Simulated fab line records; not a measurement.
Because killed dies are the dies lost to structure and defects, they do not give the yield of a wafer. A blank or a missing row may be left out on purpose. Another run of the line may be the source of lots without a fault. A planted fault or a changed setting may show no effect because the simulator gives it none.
Which of the tools did it? / flow sky130 / 33 wafers from 11 lots sampled at 4 of the route's 708 steps

WHAT EACH GAUGE READ, for each wafer
SKY_VIA4_THK_MEAS_01.
lot=L937; measured=day 41 15:03; on=film metro-04; VIA4_HDPCVD_THK (nm)=1785 1761 1773
lot=L936; measured=day 41 18:04; on=film metro-03; VIA4_HDPCVD_THK (nm)=1775 1747 1767
lot=L938; measured=day 42 02:56; on=film metro-04; VIA4_HDPCVD_THK (nm)=1749 1773 1738
lot=L939; measured=day 42 07:35; on=film metro-02; VIA4_HDPCVD_THK (nm)=1770 1731 1771
lot=L942; measured=day 43 06:50; on=film metro-02; VIA4_HDPCVD_THK (nm)=1754 1759 1751
lot=L944; measured=day 43 21:41; on=film metro-04; VIA4_HDPCVD_THK (nm)=1732 1725 1717
lot=L945; measured=day 44 06:45; on=film metro-02; VIA4_HDPCVD_THK (nm)=1731 1768 1778
lot=L949; measured=day 45 07:25; on=film metro-03; VIA4_HDPCVD_THK (nm)=1743 1773 1748
lot=L954; measured=day 46 08:01; on=film metro-04; VIA4_HDPCVD_THK (nm)=2519 2565 2552 2519 2564 2550
lot=L955; measured=day 46 11:28; on=film metro-04; VIA4_HDPCVD_THK (nm)=2514 2520 2557 2515 2522 2558
lot=L959; measured=day 47 21:12; on=film metro-02; VIA4_HDPCVD_THK (nm)=1725 1708 1754

WHICH TOOL RAN EACH LOT (tool, then ch and the chambers of the sampled wafers, then the start)
lot=L937; SKY_VIA3_CMP_24=cmp-01 ch 1,2, day 39 12:05; SKY_METAL4_STRIP_19=plasma asher-03 ch 0,1, day 41 14:15; SKY_VIA4_HDPCVD_00=hdpcvd-01 ch 0,2, day 41 14:52
lot=L936; SKY_VIA3_CMP_24=cmp-02 ch 0,1,3, day 39 14:47; SKY_METAL4_STRIP_19=plasma asher-02 ch 0,1, day 41 17:15; SKY_VIA4_HDPCVD_00=hdpcvd-01 ch 0,1,2, day 41 17:53
lot=L938; SKY_VIA3_CMP_24=cmp-02 ch 0,2,3, day 39 23:46; SKY_METAL4_STRIP_19=plasma asher-01 ch 0,1, day 42 02:10; SKY_VIA4_HDPCVD_00=hdpcvd-01 ch 0,1,2, day 42 02:45
lot=L939; SKY_VIA3_CMP_24=cmp-02 ch 0,1,3, day 40 05:05; SKY_METAL4_STRIP_19=plasma asher-01 ch 0,1, day 42 06:48; SKY_VIA4_HDPCVD_00=hdpcvd-01 ch 1,2, day 42 07:24
lot=L942; SKY_VIA3_CMP_24=cmp-01 ch 0,2,3, day 41 05:55; SKY_METAL4_STRIP_19=plasma asher-01 ch 0,1, day 43 06:03; SKY_VIA4_HDPCVD_00=hdpcvd-02 ch 1,2, day 43 06:38
lot=L944; SKY_VIA3_CMP_24=cmp-02 ch 0,2,3, day 41 20:41; SKY_METAL4_STRIP_19=plasma asher-01 ch 0,1, day 43 20:54; SKY_VIA4_HDPCVD_00=hdpcvd-02 ch 0,1,2, day 43 21:29
lot=L945; SKY_VIA3_CMP_24=cmp-02 ch 0,2,3, day 42 06:18; SKY_METAL4_STRIP_19=plasma asher-02 ch 0,1, day 44 05:57; SKY_VIA4_HDPCVD_00=hdpcvd-01 ch 1,2, day 44 06:34
lot=L949; SKY_VIA3_CMP_24=cmp-01 ch 2,3, day 43 08:26; SKY_METAL4_STRIP_19=plasma asher-01 ch 0,1, day 45 06:36; SKY_VIA4_HDPCVD_00=hdpcvd-01 ch 1,2, day 45 07:14
lot=L954; SKY_VIA3_CMP_24=cmp-01 ch 0,2,3, day 44 10:17; SKY_METAL4_STRIP_19=plasma asher-02 ch 1, day 46 06:37; SKY_VIA4_HDPCVD_00=hdpcvd-01 ch 1,2, day 46 07:44
lot=L955; SKY_VIA3_CMP_24=cmp-02 ch 0,3, day 44 13:45; SKY_METAL4_STRIP_19=plasma asher-01 ch 0,1, day 46 10:22; SKY_VIA4_HDPCVD_00=hdpcvd-01 ch 0,2, day 46 11:16
lot=L959; SKY_VIA3_CMP_24=cmp-01 ch 0,1,3, day 46 02:42; SKY_METAL4_STRIP_19=plasma asher-02 ch 0, day 47 20:23; SKY_VIA4_HDPCVD_00=hdpcvd-02 ch 0,1,2, day 47 21:01
- SKY_VIA3_CMP_24: polishes, stops on SiO2, t overpolish 20 s, target thk 0 nm.
- SKY_METAL4_STRIP_19: strips in O2/N2.
- SKY_VIA4_HDPCVD_00: deposits SiO2, target thk 1750 nm, time 291.7 s.

THE ANSWER, worked out from the rows above alone
Rule: the lots themselves supply what counts as usual. The widest of any qualifying gaps counts: lots, ordered by their means at a reading, are off when they make up no more than a third of the lots, leave a main group of 4 or more, and stand apart from it by 3 or more times the standard deviation of that group's means. The tables above print the reading to a certain number of digits; a main group whose means all agree to those digits is not used. Also off: a lot with no number at a reading for which 4 or more lots have one. Where the step has rows for the other lots, those lots are counted as sound.
Off: L954, L955, seen at SKY_VIA4_THK_MEAS_01 (VIA4_HDPCVD_THK). Main group: mean 1752 nm, sd 15.
If a tool, at a process step before that reading, ran all the lots that are off and no sound lot after the first of them, it fits. Gauges at SKY_VIA4_THK_MEAS_01: tried the same way as those tools. This does not decide it: 2 tools fit, namely hdpcvd-01 at SKY_VIA4_HDPCVD_00 and film metro-04 at SKY_VIA4_THK_MEAS_01.

WHAT WAS PUT IN BY THE SIMULATOR
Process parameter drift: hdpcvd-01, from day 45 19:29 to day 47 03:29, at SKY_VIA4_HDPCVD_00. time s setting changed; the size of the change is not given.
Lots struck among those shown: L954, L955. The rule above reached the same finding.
